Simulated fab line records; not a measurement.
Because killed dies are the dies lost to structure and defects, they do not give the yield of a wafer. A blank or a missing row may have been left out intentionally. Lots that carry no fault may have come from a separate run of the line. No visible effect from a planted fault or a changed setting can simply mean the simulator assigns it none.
Which of the tools did it? | flow sky130 | 6 lots, 18 wafers sampled, at 3 steps of a route of 708

WHAT EACH GAUGE READ, for each wafer
SKY_VIA4_THK_MEAS_20: measures by xrf.
lot  | measured     | on            | VIA4_W_THK (nm)
L579 | day 42 20:05 | film-metro-01 | 514 509 513
L581 | day 43 08:44 | film-metro-03 | 524 526 528
L583 | day 44 01:29 | film-metro-01 | 518 518 513
L586 | day 44 23:32 | film-metro-02 | 528 514 519
L592 | day 47 07:15 | film-metro-03 | 526 527 528
L598 | day 47 22:28 | film-metro-03 | 530 522 519

TOOL THAT RAN EACH LOT (tool first, then ch and the chambers of the sampled wafers, then the start)
lot  | SKY_SONOS_ONO_ETCH_15              | SKY_VIA4_STRIP_13
L579 | rie-diel-03 ch 2,3, day 12 16:57   | plasma-asher-04 ch 0,1, day 42 19:08
L581 | rie-diel-02 ch 1,2,3, day 13 08:36 | plasma-asher-01 ch 0,1, day 43 07:47
L583 | rie-diel-03 ch 0,2,3, day 14 03:33 | plasma-asher-04 ch 0,1, day 44 00:29
L586 | rie-diel-02 ch 0,2,3, day 15 07:39 | plasma-asher-04 ch 0,1, day 44 22:36
L592 | rie-diel-03 ch 0,2,3, day 18 15:51 | plasma-asher-01 ch 0,1, day 47 06:18
L598 | rie-diel-04 ch 0,1,3, day 19 11:53 | plasma-asher-01 ch 0,1, day 47 21:32
- SKY_SONOS_ONO_ETCH_15: etches the open film in CHF3/O2, target depth 19.52 nm, time 7.8 s.
- SKY_VIA4_STRIP_13: strips in O2/N2.

THE ANSWER, worked out from the rows above alone
Rule: usual is defined by the lots themselves. Put in order of their means at a reading, lots are off if they are a third of the lots or fewer, leave a main group of 4 or more, and stand apart from it by a gap of 3 or more times the standard deviation of the main group's means; of several such gaps the widest counts. A main group whose means are all the same, to the digits that the tables above print for the reading, isn't used. A lot without any number at a reading at which 4 lots or more have one is off too. Where the step has rows for the other lots, those lots are counted as sound.
No lot is off at any reading shown: from this, nothing can be told.

WHAT HAD BEEN PUT IN BY THE SIMULATOR
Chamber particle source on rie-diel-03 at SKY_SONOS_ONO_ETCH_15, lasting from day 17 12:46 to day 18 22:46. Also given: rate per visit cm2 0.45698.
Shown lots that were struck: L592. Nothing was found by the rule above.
